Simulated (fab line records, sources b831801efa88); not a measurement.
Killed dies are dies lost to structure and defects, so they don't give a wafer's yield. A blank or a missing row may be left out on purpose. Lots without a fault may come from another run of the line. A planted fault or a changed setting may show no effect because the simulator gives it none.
fab line records | flow sky130
record lots=6 wafers=18 last_day=49
route steps=708 shown LDD_N@249 LDD_P@255
lots that met no fault: from a run of the same line without faults
start_h: hours from the record's first day to the start of the lot's first wafer shown | wait_h: hours since the lot's step before | " the same as in the row above | L1.1+2: a row that stands for several wafers | - no value, or no start given | * or withheld: withheld | < > ~ a bound
route shown NAME@n: a module of which the file shows steps, and the number in the route of the first | usual: mean/standard deviation of fault-free wafers | same: alike in all rows | chamber/n: place in a boat | sites: the reading at each site | _std_site: their standard deviation | _edge_site: outer sites' mean less inner sites' | radius_mm: how far each site lies from the wafer's centre | mask NAME#n: copy n | behind: the tool/chamber that last shaped the wafer | hold: why the lot was held/for how many hours/how that ended | device: the transistor (n, p or np) that didn't switch | end of line: the same wafers' tests at the end of the route | a step without rows: its recipe alone | killed: dies lost to structure and defects at the first sort, not the wafer's yield | map: a wafer's dies, x killed, . not, _ none there
set.NAME: the setting as run; set.NAME@STEP: as run at that earlier step | model.NAME: the simulator's own value behind a step, which no gauge read
lots at some steps of the route; a table a step, a row a wafer
services: from which hour (start_h, from the record's first day; less than 0 if before it) a tool's chamber was out of use, for how many hours, and why
## steps
# step SKY_LDD_N_IMPLANT_12
# recipe species=BF2 energy_kev=50 dose_cm2=5e+12 tilt_deg=30 rotation_deg=0
# step SKY_LDD_N_IMPLANT_13
# recipe species=BF2 energy_kev=50 dose_cm2=5e+12 tilt_deg=30 rotation_deg=90
# step SKY_LDD_N_IMPLANT_14
# recipe species=BF2 energy_kev=50 dose_cm2=5e+12 tilt_deg=30 rotation_deg=180
# step SKY_LDD_N_IMPLANT_15
# recipe species=BF2 energy_kev=50 dose_cm2=5e+12 tilt_deg=30 rotation_deg=270
# step SKY_LDD_N_STRIP_16
# recipe chemistry=O2/N2 power_w=1400 pressure_mtorr=1500 platen_temp_c=withheld o2_flow_sccm=3000 n2_flow_sccm=300 overash_fraction=0.5
# usual drypump_motor_current_A=5.8/0.32 oes_product_au=0.407/0.0044 strip_time_to_endpoint_s=4.322/0.016
# columns lot.wafer tool chamber start_h wait_h drypump_motor_current_A oes_product_au rf_hours_counter_h strip_time_to_endpoint_s
L808.3 plasma_asher-02 0 461.11 0.1 5.4 0.408 - 4.310
L808.5 " 0 " " 5.4 0.405 - 4.299
L808.6 " 1 " " 6.1 0.402 - 4.290
L813.1 plasma_asher-02 1 488.38 0.1 6.0 0.407 36 4.340
L813.2 " 0 " " 5.4 0.408 36 4.340
L813.6 " 1 " " 6.0 0.407 - 4.314
L814.1 plasma_asher-02 0 500.38 0.1 5.4 0.398 38 4.327
L814.2 " 1 " " 6.1 0.410 38 4.318
L814.4 " 0 " " 5.4 0.406 - 4.304
L815.3 plasma_asher-01 1 508.16 0.1 6.3 0.411 - 4.310
L815.5 " 0 " " 5.7 0.410 - 4.301
L815.6 " 1 " " 6.3 0.409 - 4.331
L817.2 plasma_asher-01 1 520.23 0.1 6.3 0.410 8 4.305
L817.4 " 0 " " 5.7 0.415 - 4.318
L817.6 " 0 " " 5.7 0.412 - 4.301
L824.3 plasma_asher-02 1 578.97 0.1 6.0 0.401 - 4.320
L824.5 " 1 " " 6.0 0.414 - 4.310
L824.6 " 0 " " 5.5 0.412 - 4.325
# step SKY_LDD_N_TW_MEAS_17
# usual LDD_N_TW=2562/19
# columns lot.wafer tool chamber start_h wait_h LDD_N_TW
L808.3 film_metro-03 - 461.20 0.1 2564
L808.5 " - " " 2564
L808.6 " - " " 2574
L813.1 film_metro-04 - 488.48 0.1 2574
L813.2 " - " " 2559
L813.6 " - " " 2550
L814.1 film_metro-04 - 500.48 0.1 2563
L814.2 " - " " 2546
L814.4 " - " " 2564
L815.3 film_metro-03 - 508.25 0.1 2552
L815.5 " - " " 2560
L815.6 " - " " 2570
L817.2 film_metro-03 - 520.34 0.1 2559
L817.4 " - " " 2559
L817.6 " - " " 2536
L824.3 film_metro-03 - 579.05 0.1 2584
L824.5 " - " " 2589
L824.6 " - " " 2589
# step SKY_LDD_P_DEHYDRATE_00
# recipe temp_c=200 time_s=60
# step SKY_LDD_P_HMDS_01
# recipe prime_time_s=60 prime_temp_c=120
# step SKY_LDD_P_COAT_02
# recipe resist=NOVOLAK spin_rpm=3000 resist_thk_nm=1152
# step SKY_LDD_P_SOFTBAKE_03
# recipe temp_c=90 time_s=60 resist=NOVOLAK
# step SKY_LDD_P_EXPOSE_04
# recipe mask_id=PSDM na=0.6 source_shape=conventional sigma_outer=0.6 polarization=unpolarized target_cd_nm=380 dose_mj=138
# step SKY_LDD_P_PEB_05
# recipe temp_c=withheld time_s=* resist=NOVOLAK
# step SKY_LDD_P_DEVELOP_06
# recipe resist=NOVOLAK developer=TMAH develop_time_s=60 dev_temp_c=23
# usual chill_plate_temp_C=23.01/0.12 develop_time_s=60/0 developer_temp_C=23.00/0.094 exhaust_pa=45.1/0.86
# columns lot.wafer tool chamber start_h wait_h chill_plate_temp_C develop_time_s developer_temp_C exhaust_pa
L808.3 litho_track-03 0 491.30 0.1 23.12 60 23.00 45.4
L808.5 " 0 " " 23.09 60 22.98 45.3
L808.6 " 0 " " 23.08 60 23.07 45.2
L813.1 litho_track-03 - 519.30 0.1 - - - -
L813.2 " - " " - - - -
L813.6 " - " " - - - -
L814.1 litho_track-04 - 530.99 0.1 - - - -
L814.2 " - " " - - - -
L814.4 " - " " - - - -
L815.3 litho_track-01 0 538.10 0.1 23.15 60 23.16 45.5
L815.5 " 0 " " 22.99 60 22.86 46.1
L815.6 " 0 " " 23.08 60 22.86 45.7
L817.2 litho_track-03 0 550.72 0.1 22.84 60 23.01 46.5
L817.4 " 0 " " 22.77 60 23.15 45.5
L817.6 " 0 " " 22.91 60 23.05 45.8
L824.3 litho_track-01 0 608.35 0.1 23.11 60 23.05 45.9
L824.5 " 0 " " 23.19 60 22.91 44.8
L824.6 " 0 " " 23.07 60 23.03 44.8
# step SKY_LDD_P_CD_MEAS_07
# recipe target_cd_nm=380
# usual cd_nm=380.5/2.4
# columns lot.wafer tool chamber start_h wait_h cd_nm
L808.3 cd_sem-01 - 491.44 0.1 376.0
L808.5 " - " " 378.8
L808.6 " - " " 376.7
L813.1 cd_sem-01 - 519.45 0.1 -
L813.2 " - " " -
L813.6 " - " " -
L814.1 cd_sem-01 - 531.14 0.1 -
L814.2 " - " " -
L814.4 " - " " -
L815.3 cd_sem-01 - 538.24 0.1 382.0
L815.5 " - " " 379.8
L815.6 " - " " 380.3
L817.2 cd_sem-01 - 550.87 0.1 380.9
L817.4 " - " " 377.3
L817.6 " - " " 375.4
L824.3 cd_sem-01 - 608.49 0.1 379.6
L824.5 " - " " 378.3
L824.6 " - " " 377.9
## services
# columns tool chamber start_h hours kind
plasma_asher-01 - 502.89 5.2 repair
litho_track-01 - 542.27 - consumable_replace:filter
plasma_asher-01 - 574.63 5.2 repair
## key
first_sign step=SKY_LDD_P_DEVELOP_06 reading=tool_record direction=missing
effect none on later readings
met_at SKY_LDD_P_DEVELOP_06
struck_wafers L813.1,L813.2,L813.6,L814.1,L814.2,L814.4
sort_left_out L813.1,L813.2,L813.6,L814.1,L814.2,L814.4
tester_left_out L813,L814
onset_between 491.30 519.30
fault kind=skipped_step_whole tool=litho_track-03,litho_track-04 chamber=- onset_h=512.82 steps=SKY_LDD_P_DEVELOP_06 scope=struck_lots_only
# tester_left_out: of these lots the tester's yield and bins aren't shown, on N5 and GAA mostly nor the transistor test; their killed dies are dies lost to structure and defects alone, not to doping, threshold or leakage, so they don't give the yield
# sort_left_out: the simulated sort isn't trusted on such a fault, so these wafers' sort isn't shown, and their yield isn't known
